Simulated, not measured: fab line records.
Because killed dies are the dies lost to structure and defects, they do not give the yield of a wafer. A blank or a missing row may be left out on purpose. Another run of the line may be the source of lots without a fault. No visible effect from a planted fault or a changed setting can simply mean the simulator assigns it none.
Struck lot and sound lot, side by side    flow sky130    16 out of 708 route steps
Sound: the wafers L384.3, L384.5, L384.6. The struck wafers were L389.2, L389.3, L389.5. At the end, the cause is stated.
Order at every step that has rows: each side's tool, ch and its chambers, its first start. Under that, the readings that differ: sound wafers    struck wafers    difference of the means    sigmas: that difference in standard deviations of wafers without a fault.
alike: words and numbers the same on both sides, and readings whose means are apart by under 2 such deviations; not compared: readings that were withheld, readings missing a value for some wafer, numbers with overlapping values and no deviation given by the record, and bounds like >300 which may hide the same value.
The two part at a step that has a row with sigmas, a row that says differs or no value, or rows on one side only. Numbers that have no deviation but don't overlap get no sigmas and don't part them. A reading missing from all wafers of one side parts the sides only when that side holds two or more wafers.

first, 2 steps without rows for these wafers: SKY_METAL4_PEB_11; SKY_METAL4_DEVELOP_12 (develop time 60 s).
SKY_METAL4_CD_MEAS_13: the cd target is 300 nm.
  sound on cd_sem-01 at day 42 04:02; struck on cd_sem-01 at day 43 17:52
  alike: cd_nm
SKY_METAL4_OVL_MEAS_14:
  sound on overlay-01 at day 42 04:07; struck on overlay-02 at day 43 17:59
  alike: METAL4_OVL
then, 1 step without rows for these wafers: SKY_METAL4_DESCUM_15 (chemistry O2, time 8 s).
SKY_METAL4_ETCH_16: etches BARC in N2/H2, stops on SiO2, time 88.2 s, target depth 60 nm.
  sound on rie_metal-04 ch 0,1, day 42 04:13; struck on rie_metal-01 ch 0,1, day 43 18:02
  alike: drypump_motor_current_A, oes_product_au, throttle_valve_pct
  not compared: rf_hours_counter_h
SKY_METAL4_ETCH_17: etches SiO2 in C4F8/O2/Ar, stops on TiN, time 3.9 s, target depth 15 nm.
  sound on rie_diel-03 ch 0,1, day 42 04:17; struck on rie_diel-02 ch 2,3, day 43 18:08
  alike: oes_product_au
  not compared: rf_hours_counter_h
SKY_METAL4_METAL_ETCH_18: etches the open film in Cl2/BCl3, stops on SiO2, target depth 845 nm, time 183.1 s.
  sound on rie_metal-03 ch 0,1, day 42 04:21; struck on rie_metal-04 ch 0,1, day 43 18:10
  alike: drypump_motor_current_A, mfc_cl2_sccm, oes_product_au, throttle_valve_pct
  not compared: rf_hours_counter_h
SKY_METAL4_STRIP_19: strips in O2/N2.
  sound on plasma_asher-04 ch 0,1, day 42 04:31; struck on plasma_asher-03 ch 0,1, day 43 18:20
  alike: drypump_motor_current_A, oes_product_au, strip_time_to_endpoint_s
  not compared: rf_hours_counter_h
then, 3 steps without rows for these wafers: SKY_METAL4_STRIP_20 (strips in post etch residue remover, time 1200 s); SKY_METAL4_CLEAN_21 (cleans in IPA, time 180 s); SKY_METAL4_CLEAN_22 (cleans in O3/DIW).
SKY_VIA4_HDPCVD_00: deposits SiO2, target thk 1750 nm, time 291.7 s.
  sound on hdpcvd-01 ch 0,1,2, day 42 05:04; struck on hdpcvd-02 ch 1,2, day 43 19:01
reading                                   sound           struck          difference  sigmas
model.SiO2_of_VIA4_HDPCVD_00.thk_nm (nm)  1742 1730 1742  2801 2809 2792  +1063       
SKY_VIA4_THK_MEAS_01:
  sound on film_metro-02 at day 42 05:16; struck on film_metro-04 at day 43 19:13
reading               sound           struck          difference  sigmas
VIA4_HDPCVD_THK (nm)  1743 1729 1742  2801 2810 2793  +1063       +53
SKY_VIA4_CMP_02: polishes SiO2.
  sound on cmp-02 ch 0,1, day 42 05:18; struck on cmp-01 ch 0,1,3, day 43 19:40
  alike: edge_zone_pressure_frac, motor_current_A, retaining_ring_pressure_frac
-- the record jumps here: 6 days lie between the struck wafers' starts before and after (it left off in module VIA4 and takes up again in module PAD_OPEN, whose first step shown is number 708 of the route) --
SKY_PAD_OPEN_PROBE_99:
  sound on prober-01 at day 46 03:04; struck on prober-01 at day 49 15:06
  alike: defect_limited_yield, killed_at_M0_to_M3, killed_at_M4_up, killed_at_contacts, killed_at_front_end, killed_at_other, killed_dies, killed_open, killed_short, sort_bin_3_pad_short, sort_bin_5_function, sort_bin_6_memory, sort_n_pass, sort_yield_pct

## WHERE THEY PART
At SKY_VIA4_THK_MEAS_01 and nowhere else, as far as this record goes. Later steps at which nothing parts them and some readings are alike: SKY_VIA4_CMP_02, SKY_PAD_OPEN_PROBE_99.

WHY: whatever the simulator had introduced
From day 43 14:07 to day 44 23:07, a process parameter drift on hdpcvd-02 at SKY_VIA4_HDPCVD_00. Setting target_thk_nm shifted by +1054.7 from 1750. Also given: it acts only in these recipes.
